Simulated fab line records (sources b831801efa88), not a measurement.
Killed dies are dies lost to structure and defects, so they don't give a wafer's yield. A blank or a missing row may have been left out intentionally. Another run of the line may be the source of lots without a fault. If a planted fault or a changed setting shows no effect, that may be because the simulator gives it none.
Comparing a struck lot with a sound one / flow sky130 / 43 steps out of a route of 708
Sound: the wafers L725.1, L725.2, L725.3. Wafers L733.3, L733.4, L733.6 were the ones struck. At the end, the cause is stated.
Per side, at each step with rows, come the tool, then ch with its chambers, and then its first start. Under that, the readings that differ: sound wafers / struck wafers / difference of the means / sigmas: that difference in standard deviations of wafers without a fault.
alike: a reading whose means differ by less than 2 such deviations, as well as words and numbers matching on both sides. not compared: withheld readings; readings where some wafer has no value; bounds like >300 that might hide an equal value; numbers whose values overlap and for which the record gives no deviation.
The two part at a step that has a row with sigmas, a row that says differs or no value, or rows on one side only. Numbers that have no deviation but don't overlap get no sigmas and don't part them. A reading that every wafer of one side lacks parts them only if that side has two wafers or more.

first, 1 step without rows for these wafers: SKY_POLY_CUT_ETCH_10 (etches BARC in N2/H2, stops on SiO2, time 45.9 s, target depth 60 nm).
SKY_POLY_CUT_ETCH_11: etches Si3N4 in CF4/CH2F2/Ar, stops on poly-Si, time 42.5 s, target depth 60 nm.
  sound on rie diel-03 ch 0,1,2, day 25 19:32; struck on rie diel-02 ch 1,2,3, day 28 15:57
  alike: drypump motor current A, oes product au, throttle valve pct
  not compared: rf hours counter h
then, 8 steps without rows for these wafers: SKY_POLY_CUT_STRIP_12 (strips in O2/N2); SKY_SD_P_DEHYDRATE_00 (time 60 s); SKY_SD_P_HMDS_01 (prime time 60 s); SKY_SD_P_COAT_02 (resist thk 1140 nm); SKY_SD_P_SOFTBAKE_03 (time 60 s); SKY_SD_P_EXPOSE_04 (exposes mask PSDM, target cd 380 nm); SKY_SD_P_PEB_05; SKY_SD_P_DEVELOP_06 (develop time 60 s).
SKY_SD_P_CD_MEAS_07: target cd 380 nm.
  struck on cd sem-02, day 29 20:20; sound on cd sem-02, day 27 01:09
  alike: cd nm
SKY_SD_P_OVL_MEAS_08:
  struck on overlay-01, day 29 20:26; sound on overlay-02, day 27 01:16
  alike: SD_P_OVL
SKY_SD_P_IMPLANT_09:
  sound on implanter-04 ch 0, day 27 01:19; struck on implanter-04 ch 0, day 29 20:31
reading=beam energy keV; sound=20.005 19.994 20.003; struck=19.254 19.260 19.265; difference=-0.741; sigmas=-99 or more
reading=model.implant.drp nm (nm); sound=9.746 9.746 9.746; struck=9.491 9.491 9.491; difference=-0.255; sigmas=
  alike: end station pressure torr
SKY_SD_P_STRIP_10: strips in O2/N2.
  sound on plasma asher-03 ch 0,1, day 27 01:28; struck on plasma asher-01 ch 0,1, day 29 20:38
  alike: drypump motor current A, oes product au, strip time to endpoint s
  not compared: rf hours counter h
SKY_SD_P_TW_MEAS_11:
  struck on film metro-04, day 29 20:44; sound on film metro-04, day 27 01:34
  alike: SD_P_TW
then, 8 steps without rows for these wafers: SKY_RES_XHIGH_DEHYDRATE_00 (time 60 s); SKY_RES_XHIGH_HMDS_01 (prime time 60 s); SKY_RES_XHIGH_COAT_02 (resist thk 1140 nm); SKY_RES_XHIGH_SOFTBAKE_03 (time 60 s); SKY_RES_XHIGH_EXPOSE_04 (exposes mask URPM, target cd 1270 nm); SKY_RES_XHIGH_PEB_05; SKY_RES_XHIGH_DEVELOP_06 (develop time 60 s); SKY_RES_XHIGH_IMPLANT_07.
SKY_RES_XHIGH_STRIP_08: strips in O2/N2.
  sound on plasma asher-04 ch 0,1, day 28 06:29; struck on plasma asher-04 ch 0,1, day 31 00:32
  alike: drypump motor current A, oes product au, strip time to endpoint s
  not compared: rf hours counter h
SKY_RES_XHIGH_TW_MEAS_09:
  struck on film metro-01, day 31 00:37; sound on film metro-03, day 28 06:35
  alike: RES_XHIGH_TW
then, 7 steps without rows for these wafers: SKY_SD_N_DEHYDRATE_00 (time 60 s); SKY_SD_N_HMDS_01 (prime time 60 s); SKY_SD_N_COAT_02 (resist thk 1140 nm); SKY_SD_N_SOFTBAKE_03 (time 60 s); SKY_SD_N_EXPOSE_04 (exposes mask NSDM, target cd 380 nm); SKY_SD_N_PEB_05; SKY_SD_N_DEVELOP_06 (develop time 60 s).
SKY_SD_N_CD_MEAS_07: target cd 380 nm.
  struck on cd sem-01, day 32 03:39; sound on cd sem-01, day 29 10:42
  alike: cd nm
SKY_SD_N_OVL_MEAS_08:
  struck on overlay-01, day 32 03:44; sound on overlay-01, day 29 10:49
  alike: SD_N_OVL
then, 2 steps without rows for these wafers: SKY_SD_N_IMPLANT_09; SKY_SD_N_IMPLANT_10.
SKY_SD_N_STRIP_11: strips in O2/N2.
  sound on plasma asher-02 ch 0,1, day 29 11:10; struck on plasma asher-01 ch 0,1, day 32 04:06
  alike: drypump motor current A, oes product au, strip time to endpoint s
  not compared: rf hours counter h
SKY_SD_N_TW_MEAS_12:
  struck on film metro-04, day 32 04:11; sound on film metro-01, day 29 11:16
reading=SD_N_TW; sound=3907 3943 3918; struck=4025 4034 4003; difference=+98; sigmas=+3
then, 1 step without rows for these wafers: SKY_SD_N_CLEAN_13 (cleans in SC1/SC2, time 150 s).
SKY_SD_N_RTA_14: time 2 s.
  sound on rtp anneal-02 ch 0, day 29 11:22; struck on rtp anneal-01 ch 0, day 32 04:17
  alike: lamp power pct, wafer_temp_C_max
SKY_SD_N_RS_MEAS_16: measurement is done with a four-point probe.
  struck on film metro-03, day 32 04:29; sound on film metro-03, day 29 11:32
  alike: SD_N_RS
SKY_SD_N_RS_MEAS_17: measurement is done with a four-point probe.
  struck on film metro-03, day 32 04:37; sound on film metro-03, day 29 11:40
reading=SD_P_RS (ohm/sq); sound=146.5 146.3 146.7; struck=149.3 149.4 148.8; difference=+2.7; sigmas=+7
-- a jump in the record: the struck wafers' starts before and after are 17 days apart (it breaks off in module SD_N and resumes in module PAD_OPEN, where the first step shown is number 708 of the route) --
SKY_PAD_OPEN_PROBE_99:
  the record has rows for the struck wafers here (prober-02, day 48 22:16) and none for the sound ones

## WHERE THEY PART
Earliest at SKY_SD_P_IMPLANT_09; latest, in this record, at SKY_PAD_OPEN_PROBE_99.

WHY: what the simulator had put in
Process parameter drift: implanter-04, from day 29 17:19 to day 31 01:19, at SKY_SD_P_IMPLANT_09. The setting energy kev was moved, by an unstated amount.
